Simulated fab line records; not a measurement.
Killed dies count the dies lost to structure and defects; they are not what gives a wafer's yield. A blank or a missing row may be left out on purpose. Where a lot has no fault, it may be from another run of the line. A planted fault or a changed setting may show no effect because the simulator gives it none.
fab line records	flow sky130
record: lots: 5	wafers: 15	lastDay: 50
route steps=708 shown FIELD_ISO@2 PAD_OPEN@708
lots with no fault: from the same line, run without faults
startH: hours from the record's first day to the start of the lot's first wafer shown	waitH: hours since the lot's step before	" same as the row above	L1.1+2: a row that stands for several wafers	- no value present, or no start provided	* or withheld: withheld	< > ~ a bound
route shown NAME@n: a module of which the file shows steps, and the number in the route of the first	usual: mean and standard deviation over wafers with no fault	same: alike in all rows	chamber/n: place in a boat	sites: readings site by site	_std_site: how widely they spread, as a standard deviation	_edge_site: inner sites' mean taken away from outer sites' mean	radiusMm: how far each site lies from the wafer's centre	mask NAME#n: copy n	behind: the last tool/chamber to shape the wafer	hold: cause of the lot's hold/its duration in hours/its outcome	device: names the non-switching transistor (n, p or np)	end of line: tests of these same wafers at the route's end	a step given without rows: its recipe and nothing more	killed: dies that structure and defects cost at the first sort, which is not the same as the wafer's yield	map: shows each die of a wafer: x if killed, . if not, _ if none is there
set.NAME: setting as actually run; set.NAME@STEP: the setting as run at that earlier step	model.NAME: the simulator's own value behind a step, which no gauge read
lots at selected steps of the route; one table per step, one row per wafer
services: from which hour (startH, from the record's first day; less than 0 if before it) a tool's chamber was out of use, for how many hours, and why
== steps ==
step: SKY_FIELD_ISO_OXIDATION_01
recipe: tempC: 900	ambient: O2	stabiliseS: 600	purgeS: 300	targetThkA: 120	oxTimeS: 1843
step: SKY_FIELD_ISO_CVD_03
recipe: material: Si3N4	precursor: DCS/NH3	targetThkNm: 165	tempC: 770	timeS: 2830	pressureMtorr: 250
usual: pressureMtorr: 249.9/0.47	spikeTcBottomC: 789.8/1	zonePowerBottomPct: 17/3.1	zonePowerLowerPct: 14.8/1.3
lot.wafer	tool	chamber	startH	waitH	pressureMtorr	spikeTcBottomC	zonePowerBottomPct	zonePowerLowerPct
L159.1	lpcvd-02	0	62.41	0.1	250.0	789.2	20	16.4
L159.3	"	0	"	"	250.4	789.4	20	16.2
L159.6	"	0	"	"	249.8	789.0	20	16.1
L162.1	lpcvd-02	1	79.47	1.6	-	-	-	-
L162.4	"	1	"	"	-	-	-	-
L162.5	"	1	"	"	-	-	-	-
L163.1	lpcvd-02	0	83.35	1.1	-	-	-	-
L163.5	"	0	"	"	-	-	-	-
L163.6	"	0	"	"	-	-	-	-
L164.1	lpcvd-02	1	87.17	0.1	-	-	-	-
L164.5	"	1	"	"	-	-	-	-
L164.6	"	1	"	"	-	-	-	-
L168.3	lpcvd-02	1	107.74	0.0	249.6	791.1	14	13.4
L168.4	"	1	"	"	249.3	790.8	14	13.5
L168.5	"	1	"	"	249.2	792.4	14	13.4
step: SKY_FIELD_ISO_DEHYDRATE_05
recipe: tempC: 200	timeS: 60
step: SKY_FIELD_ISO_HMDS_06
recipe: primeTimeS: 60	primeTempC: 120
step: SKY_FIELD_ISO_COAT_07
recipe: resist: BARC	tempC: withheld	timeS: withheld	spinRpm: 3000	resistThkNm: 60
step: SKY_FIELD_ISO_COAT_08
recipe: resist: KrF-thick	spinRpm: 3000	resistThkNm: 450
step: SKY_FIELD_ISO_SOFTBAKE_09
recipe: tempC: 100	timeS: 90	resist: KrF-thick
step: SKY_FIELD_ISO_EXPOSE_10
recipe: maskId: FOM	na: 0.68	sourceShape: annular	sigmaInner: 0.4	sigmaOuter: 0.8	targetCdNm: 150	doseMj: 28
step: SKY_FIELD_ISO_PEB_11
recipe: pebTempC: withheld	pebTimeS: withheld	resist: KrF-thick
step: SKY_FIELD_ISO_DEVELOP_12
recipe: developTimeS: 60	resist: KrF-thick	devTempC: 21
step: SKY_FIELD_ISO_ETCH_14
recipe: chemistry: N2/H2	target: BARC	ionEnergyEv: 200	sourceW: 500	biasW: 100	pressureMtorr: 30	n2FlowSccm: 100	h2FlowSccm: 200	stopOn: SiO2	timeS: 45.9	targetDepthA: 600
step: SKY_FIELD_ISO_ETCH_15
recipe: chemistry: CHF3/O2	targetDepthNm: 180	stopOn: Si	sourceW: 600	biasW: 200	pressureMtorr: 40	chf3FlowSccm: 50	O2_flow_sccm: 5	timeS: 72
usual: drypumpMotorCurrentA: 5.7/0.39	oesProductAu: 0.948/0.007	throttleValvePct: 8.845/0.009
lot.wafer	tool	chamber	startH	waitH	drypumpMotorCurrentA	oesProductAu	rfHoursCounterH	throttleValvePct
L159.1	rieDiel-01	2	81.18	0.0	6.0	0.931	95	8.847
L159.3	"	1	"	"	5.3	0.938	123	8.826
L159.6	"	1	"	"	5.3	0.950	-	8.837
L162.1	rieDiel-02	0	98.89	0.0	6.1	0.989	130	8.860
L162.4	"	1	"	"	6.0	0.989	-	8.862
L162.5	"	0	"	"	6.0	0.983	-	8.851
L163.1	rieDiel-01	3	102.47	0.0	5.4	0.983	1	8.844
L163.5	"	2	"	"	6.0	0.977	-	8.862
L163.6	"	1	"	"	5.3	0.992	-	8.857
L164.1	rieDiel-04	3	106.62	0.0	5.7	0.989	130	8.857
L164.5	"	0	"	"	6.2	1.005	-	8.869
L164.6	"	1	"	"	5.5	0.980	-	8.860
L168.3	rieDiel-04	1	128.07	0.0	5.5	0.957	156	8.859
L168.4	"	3	"	"	5.7	0.952	130	8.843
L168.5	"	1	"	"	5.5	0.942	-	8.843
step: SKY_FIELD_ISO_STRIP_16
recipe: chemistry: O2/N2	powerW: 1400	pressureMtorr: 1500	platenTempC: withheld	o2FlowSccm: 3000	n2FlowSccm: 300	overashFraction: 0.5
step: SKY_FIELD_ISO_ETCH_17
recipe: targetDepthA: 3420	maskMaterial: Si3N4	chemistry: HBr/Cl2/O2	target: Si	taperDeg: 5	icpW: 600	biasW: 150	pressureMtorr: 15	HBr_flow_sccm: 150	Cl2_flow_sccm: 40	O2_flow_sccm: 6	timeS: 97.7
step: SKY_FIELD_ISO_WET_ETCH_18
recipe: chemistry: H3PO4	targetDepthNm: 25	tempC: 160	target: Si3N4	timeS: 286
step: SKY_FIELD_ISO_CLEAN_19
recipe: chemistry: SC1/SC2	mix: 1:4:20	tempC: 70	timeS: 150
step: SKY_FIELD_ISO_CLEAN_20
recipe: chemistry: dHF	timeS: 20	dilution: 100:1
step: SKY_FIELD_ISO_WET_ETCH_21
recipe: chemistry: dHF	dilution: 100:1	targetDepthNm: 20	dry: ipaMarangoni	target: SiO2	tempC: 25	timeS: 400
step: SKY_FIELD_ISO_OXIDATION_22
recipe: tempC: 950	ambient: O2	stabiliseS: 600	purgeS: 300	targetThkA: 100	oxTimeS: 623
usual: oxTempC: 950.2/0.49	oxTempCMax: 956.7/2.9	zonePowerBottomPct: 32.6/1.1	zonePowerLowerPct: 21.09/0.23
lot.wafer	tool	chamber	startH	waitH	oxTempC	oxTempCMax	zonePowerBottomPct	zonePowerLowerPct	model.SiO2_of_FIELD_ISO_OXIDATION_01.thkNm
L159.1	furnace-01	0	82.22	0.5	949.7	954.2	30.8	20.90	11.88
L159.3	"	0	"	"	949.9	953.1	31.3	20.82	11.72
L159.6	"	0	"	"	949.8	953.5	31.2	21.27	12.12
L162.1	furnace-02	0	99.42	0.0	949.7	957.1	33.4	21.26	10.21
L162.4	"	0	"	"	950.2	958.5	33.7	21.35	10.13
L162.5	"	0	"	"	949.2	958.2	33.7	21.37	10.14
L163.1	furnace-02	0	103.60	0.6	950.7	958.1	32.7	20.83	9.998
L163.5	"	0	"	"	950.6	957.4	33.9	21.60	9.925
L163.6	"	0	"	"	949.4	956.4	33.6	21.01	10.09
L164.1	furnace-02	0	107.68	0.6	949.7	960.3	33.0	21.20	9.931
L164.5	"	0	"	"	950.8	959.9	33.9	20.76	10.09
L164.6	"	0	"	"	950.6	958.8	33.3	20.95	10.08
L168.3	furnace-01	0	129.56	1.0	949.9	952.9	31.0	20.94	11.79
L168.4	"	0	"	"	949.7	952.8	31.3	21.27	11.71
L168.5	"	0	"	"	949.3	953.0	31.1	20.74	11.87
step: SKY_FIELD_ISO_THK_MEAS_23
recipe: reads: SiO2_of_FIELD_ISO_OXIDATION_22
usual: FIELD_ISO_OXIDATION_01_THK: 9.95/0.18
lot.wafer	tool	chamber	startH	waitH	FIELD_ISO_OXIDATION_01_THK[nm]
L159.1	filmMetro-03	-	83.39	0.0	9.57
L159.3	"	-	"	"	9.57
L159.6	"	-	"	"	9.46
L162.1	filmMetro-03	-	100.59	0.0	-
L162.4	"	-	"	"	-
L162.5	"	-	"	"	-
L163.1	filmMetro-04	-	104.78	0.0	-
L163.5	"	-	"	"	-
L163.6	"	-	"	"	-
L164.1	filmMetro-01	-	108.86	0.0	-
L164.5	"	-	"	"	-
L164.6	"	-	"	"	-
L168.3	filmMetro-03	-	130.75	0.0	10.12
L168.4	"	-	"	"	9.89
L168.5	"	-	"	"	9.99
step: SKY_FIELD_ISO_CVD_24
recipe: material: SiO2	targetThkNm: 595	tempC: 650	sigmaOpenFrac: 0.3	timeS: 99.2	sih4FlowSccm: 60	pressureMtorr: 6
step: SKY_FIELD_ISO_ANNEAL_26
recipe: tempC: 1000	timeS: 1800	ambient: N2
step: SKY_FIELD_ISO_CMP_27
recipe: stopOn: Si3N4	tOverpolishS: 16	downForcePsi: 4	platenRpm: 60	targetThkNm: 457.8	padVelocityMS: 0.94248
step: SKY_FIELD_ISO_WET_ETCH_28
recipe: chemistry: dHF	targetDepthNm: 23.7	target: SiO2	dilution: 10:1	tempC: 25	timeS: 47
step: SKY_FIELD_ISO_WET_ETCH_29
recipe: chemistry: H3PO4	targetDepthNm: 160	target: Si3N4	tempC: 160	timeS: 1825
lot.wafer	tool	chamber	startH	waitH	model.SiO2_of_FIELD_ISO_OXIDATION_01.thkNm
L159.1	wetBench-04	2	85.92	0.0	11.56
L159.3	"	2	"	"	11.4
L159.6	"	2	"	"	11.8
L162.1	wetBench-01	1	103.92	0.0	9.883
L162.4	"	1	"	"	9.808
L162.5	"	1	"	"	9.822
L163.1	wetBench-04	3	107.37	0.0	9.68
L163.5	"	3	"	"	9.607
L163.6	"	3	"	"	9.769
L164.1	wetBench-01	3	113.02	0.0	9.623
L164.5	"	3	"	"	9.776
L164.6	"	3	"	"	9.771
L168.3	wetBench-01	1	133.14	0.0	11.47
L168.4	"	1	"	"	11.39
L168.5	"	1	"	"	11.55
step: SKY_FIELD_ISO_WET_ETCH_30
recipe: chemistry: dHF	targetDepthNm: 25	target: SiO2	dilution: 10:1	tempC: 25	timeS: 50
step: SKY_PAD_OPEN_PROBE_99
usual: killed_at_M0_to_M3: 45/6.8	killed_at_M4_up: 3.2/1.6	killedAtContacts: 24/5.1	killedAtFrontEnd: 14/4.4	killedAtOther: 0.4/0.65	killedDies: 87/8.8	killedOnRim: 17/3.6	killedOpen: 47/7.2	killedShort: 39/6.1
same: grossDies: 492	killedAtBackSide: 0
lot.wafer	tool	chamber	startH	waitH	killed_at_M0_to_M3	killed_at_M4_up	killedAtContacts	killedAtFrontEnd	killedAtOther	killedDies	killedOnRim	killedOpen	killedShort
L162.1	prober-01	-	1150.83	0.1	40	3	22	427	0	492	96	41	34
L162.4	prober-01	-	1150.98	0.2	41	4	22	425	0	492	96	49	35
L162.5	prober-01	-	1151.03	0.2	37	2	24	429	0	492	96	45	36
L163.1	prober-02	-	1153.58	0.1	42	2	21	427	0	492	96	43	42
L163.5	prober-02	-	1153.78	0.2	40	1	31	420	0	492	96	50	44
L163.6	prober-02	-	1153.83	0.2	48	7	24	413	0	492	96	45	45
L164.1	prober-01	-	1164.63	0.1	37	4	26	423	2	492	96	43	37
L164.5	prober-01	-	1164.83	0.2	43	3	30	416	0	492	96	44	50
L164.6	prober-01	-	1164.88	0.2	54	4	24	410	0	492	96	42	51
killed by level:class
L162.1 FIELD_ISO:areaCvd=416 CONTACT:geometricParticle:open=11 VIA1:geometricParticle:open=8 VIA3:geometricParticle:open=6 VIA3:geometricParticle:short=6 LI_CONTACT:geometricParticle:open=5 CONTACT:geometricParticle:short=5 VIA2:geometricParticle:open=5
L162.4 FIELD_ISO:areaCvd=408 VIA3:geometricParticle:open=10 LI_CONTACT:geometricParticle:open=8 CONTACT:geometricParticle:open=8 VIA2:geometricParticle:open=6 VIA1:geometricParticle:open=6 FIELD_ISO:geometricParticle:short=5 POLY_GATE:geometricParticle:short=5
L162.5 FIELD_ISO:areaCvd=411 VIA1:geometricParticle:open=9 LI_CONTACT:geometricParticle:open=8 VIA3:geometricParticle:open=7 CONTACT:geometricParticle:open=5 CONTACT:geometricParticle:short=5 VIA2:geometricParticle:open=5 VIA3:geometricParticle:short=5
L163.1 FIELD_ISO:areaCvd=407 VIA1:geometricParticle:open=11 VIA1:geometricParticle:short=8 CONTACT:geometricParticle:open=7 LI_CONTACT:geometricParticle:open=6 FIELD_ISO:geometricParticle:open=5 FIELD_ISO:geometricParticle:short=4 POLY_GATE:geometricParticle:short=4
L163.5 FIELD_ISO:areaCvd=398 VIA1:geometricParticle:open=12 LI_CONTACT:geometricParticle:open=11 CONTACT:geometricParticle:open=11 METAL1:geometricParticle:short=8 POLY_GATE:geometricParticle:short=7 FIELD_ISO:geometricParticle:short=6 VIA3:geometricParticle:open=4
L163.6 FIELD_ISO:areaCvd=402 CONTACT:geometricParticle:open=12 METAL2:geometricParticle:short=9 VIA1:geometricParticle:short=7 METAL1:geometricParticle:short=6 VIA1:geometricParticle:open=6 LI_CONTACT:geometricParticle:open=5 METAL4:geometricParticle:short=5
L164.1 FIELD_ISO:areaCvd=411 LI_CONTACT:geometricParticle:open=9 CONTACT:geometricParticle:open=8 VIA3:geometricParticle:open=8 VIA1:geometricParticle:open=6 VIA2:geometricParticle:short=5 CONTACT:geometricParticle:short=4 METAL3:geometricParticle:short=4
L164.5 FIELD_ISO:areaCvd=397 CONTACT:geometricParticle:open=14 POLY_GATE:geometricParticle:short=7 VIA2:geometricParticle:open=7 VIA1:geometricParticle:short=7 VIA1:geometricParticle:open=6 CONTACT:geometricParticle:short=6 FIELD_ISO:geometricParticle:short=5
L164.6 FIELD_ISO:areaCvd=399 METAL1:geometricParticle:short=14 VIA1:geometricParticle:open=9 VIA1:geometricParticle:short=7 CONTACT:geometricParticle:open=6 METAL2:geometricParticle:short=6 VIA2:geometricParticle:open=5 CONTACT:geometricParticle:short=5
map L162.1 (x killed, . not)
__________xxxxxxxxxx_________
________xxxxxxxxxxxxxx_______
______xxxxxxxxxxxxxxxxxx_____
_____xxxxxxxxxxxxxxxxxxxx____
____xxxxxxxxxxxxxxxxxxxxxx___
___xxxxxxxxxxxxxxxxxxxxxxxx__
__xxxxxxxxxxxxxxxxxxxxxxxxxx_
_xxxxxxxxxxxxxxxxxxxxxxxxxxxx
_xxxxxxxxxxxxxxxxxxxxxxxxxxxx
_xxxxxxxxxxxxxxxxxxxxxxxxxxxx
_xxxxxxxxxxxxxxxxxxxxxxxxxxxx
_xxxxxxxxxxxxxxxxxxxxxxxxxxxx
_xxxxxxxxxxxxxxxxxxxxxxxxxxxx
_xxxxxxxxxxxxxxxxxxxxxxxxxxxx
_xxxxxxxxxxxxxxxxxxxxxxxxxxxx
__xxxxxxxxxxxxxxxxxxxxxxxxxx_
___xxxxxxxxxxxxxxxxxxxxxxxx__
____xxxxxxxxxxxxxxxxxxxxxx___
_____xxxxxxxxxxxxxxxxxxxx____
______xxxxxxxxxxxxxxxxxx_____
________xxxxxxxxxxxxxx_______
__________xxxxxxxxxx_________
map L163.1 (x killed, . not)
__________xxxxxxxxxx_________
________xxxxxxxxxxxxxx_______
______xxxxxxxxxxxxxxxxxx_____
_____xxxxxxxxxxxxxxxxxxxx____
____xxxxxxxxxxxxxxxxxxxxxx___
___xxxxxxxxxxxxxxxxxxxxxxxx__
__xxxxxxxxxxxxxxxxxxxxxxxxxx_
_xxxxxxxxxxxxxxxxxxxxxxxxxxxx
_xxxxxxxxxxxxxxxxxxxxxxxxxxxx
_xxxxxxxxxxxxxxxxxxxxxxxxxxxx
_xxxxxxxxxxxxxxxxxxxxxxxxxxxx
_xxxxxxxxxxxxxxxxxxxxxxxxxxxx
_xxxxxxxxxxxxxxxxxxxxxxxxxxxx
_xxxxxxxxxxxxxxxxxxxxxxxxxxxx
_xxxxxxxxxxxxxxxxxxxxxxxxxxxx
__xxxxxxxxxxxxxxxxxxxxxxxxxx_
___xxxxxxxxxxxxxxxxxxxxxxxx__
____xxxxxxxxxxxxxxxxxxxxxx___
_____xxxxxxxxxxxxxxxxxxxx____
______xxxxxxxxxxxxxxxxxx_____
________xxxxxxxxxxxxxx_______
__________xxxxxxxxxx_________
== services ==
tool	chamber	startH	hours	kind
rieDiel-01	3	46.71	-	clean
rieDiel-01	3	46.71	15.6	scheduledDown
rieDiel-01	3	46.71	15.6	ventCycle
wetBench-01	-	55.06	2.3	repair
wetBench-04	-	62.00	1.9	pm
rieDiel-01	1	85.00	8.4	repair
rieDiel-02	2	96.72	12.1	repair
furnace-01	-	99.15	3.5	pm
rieDiel-02	1	99.67	1.6	repair
furnace-02	-	108.86	3.0	pm
== key ==
firstSign: step: SKY_FIELD_ISO_CVD_03	reading: toolRecord	direction: missing
effect: step: SKY_FIELD_ISO_ETCH_15	reading: oesProductAu	direction: up	sigmas: 5.6	usual: 0.948	struck: 0.988
effect: step: SKY_FIELD_ISO_THK_MEAS_23	reading: FIELD_ISO_OXIDATION_01_THK	direction: missing
effect: step: SKY_PAD_OPEN_PROBE_99	reading: killedAtFrontEnd	direction: up	sigmas: 92	usual: 14	struck: 421
modelEffect: step: SKY_FIELD_ISO_OXIDATION_22	value: SiO2_of_FIELD_ISO_OXIDATION_01.thkNm	without: 11.99	struck: 10.06
modelEffect: step: SKY_FIELD_ISO_WET_ETCH_29	value: SiO2_of_FIELD_ISO_OXIDATION_01.thkNm	without: 11.68	struck: 9.749
moreKillsBornAt: SKY_FIELD_ISO_CVD_03@lpcvd-02: 3648
metAt SKY_FIELD_ISO_CVD_03
struckWafers L162.1,L162.4,L162.5,L163.1,L163.5,L163.6,L164.1,L164.5,L164.6
laterRowsLeftOut L162.1,L162.4,L162.5,L163.1,L163.5,L163.6,L164.1,L164.5,L164.6
testerLeftOut L162,L163,L164
onsetBetween 62.41 79.47
fault: kind: skippedStepWhole	tool: lpcvd-02	chamber: -	onsetH: 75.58	steps: SKY_FIELD_ISO_CVD_03	scope: struckLotsOnly
testerLeftOut: of these lots the tester's yield and bins aren't shown, on N5 and GAA mostly nor the transistor test; their killed dies are dies lost to structure and defects alone, not to doping, threshold or leakage, so they don't give the yield
laterRowsLeftOut: the simulator's readings of these wafers behind a module that went badly wrong aren't trusted and aren't shown, but for the sort
